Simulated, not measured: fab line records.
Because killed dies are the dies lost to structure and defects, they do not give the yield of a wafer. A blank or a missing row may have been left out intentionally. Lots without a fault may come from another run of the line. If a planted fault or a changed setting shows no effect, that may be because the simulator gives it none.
Matching of chambers ; flow gf180mcu ; 4 sister chambers for GF_V2_ETCH_16 on rie-diel-01
The step etches BARC in N2/H2. 16 wafers are shown with their chamber, then 8 later ones without.

## EACH WAFER AND ITS CHAMBER
wafer;chamber;drypump-motor-current-A (A);oes-product-au (a.u.);throttle-valve-pct (%)
L483.1;2;5.8;0.848;13.221
L483.4;0;4.9;0.855;13.223
L483.6;3;6.4;0.854;13.215
L486.1;1;5.0;0.858;13.211
L486.4;0;4.9;0.856;13.230
L486.6;3;6.4;0.866;13.220
L487.2;2;5.8;0.857;13.237
L487.3;1;5.0;0.854;13.231
L487.5;0;4.9;0.849;13.215
L488.2;0;4.9;0.847;13.218
L488.4;2;5.8;0.850;13.238
L488.5;0;5.0;0.851;13.207
L490.1;2;5.8;0.856;13.225
L490.2;0;5.0;0.858;13.225
L490.4;1;5.0;0.851;13.203
L491.1;1;4.9;0.852;13.243

SIGNATURES (averages over the wafers above)
reading;chamber 0;chamber 1;chamber 2;chamber 3;scatter within a chamber
drypump-motor-current-A;4.933;4.975;5.800;6.400;0.0417
oes-product-au;0.85267;0.85375;0.85275;0.86000;0.00459
throttle-valve-pct;13.21967;13.22200;13.23025;13.21750;0.0114
Rule: distance of a wafer from a chamber = root of the sum over the readings of ((wafer's reading minus chamber's mean) / reading's scatter) squared. If the next closest chamber is less than 2 further off than the closest, the wafer can't be placed; otherwise it belongs to the closest. How the scatter is found: for the shown wafers, subtract from each reading the mean of its chamber, square and add these, divide the total by (wafers less chambers), then take the root.

## WAFERS WHOSE CHAMBER IS MISSING
wafer;drypump-motor-current-A (A);oes-product-au (a.u.);throttle-valve-pct (%)
L491.2;5.8;0.851;13.237
L491.4;4.9;0.858;13.225
L499.1;5.8;0.851;13.219
L499.2;6.4;0.857;13.214
L499.4;4.9;0.851;13.209
L501.1;5.8;0.858;13.228
L501.4;5.0;0.852;13.225
L501.5;4.9;0.856;13.241

## CHAMBER TAKEN BY EACH
wafer;from the rows above;in truth
L491.2;2;2
L491.4;can't be placed: 0 or 1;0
L499.1;2;2
L499.2;3;3
L499.4;can't be placed: 0 or 1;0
L501.1;2;2
L501.4;can't be placed: 1 or 0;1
L501.5;can't be placed: 0 or 1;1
Placed correctly: 4 of 8. These rows do not allow placing 4 (true chamber among the candidates in 4). Wrongly placed: 0.
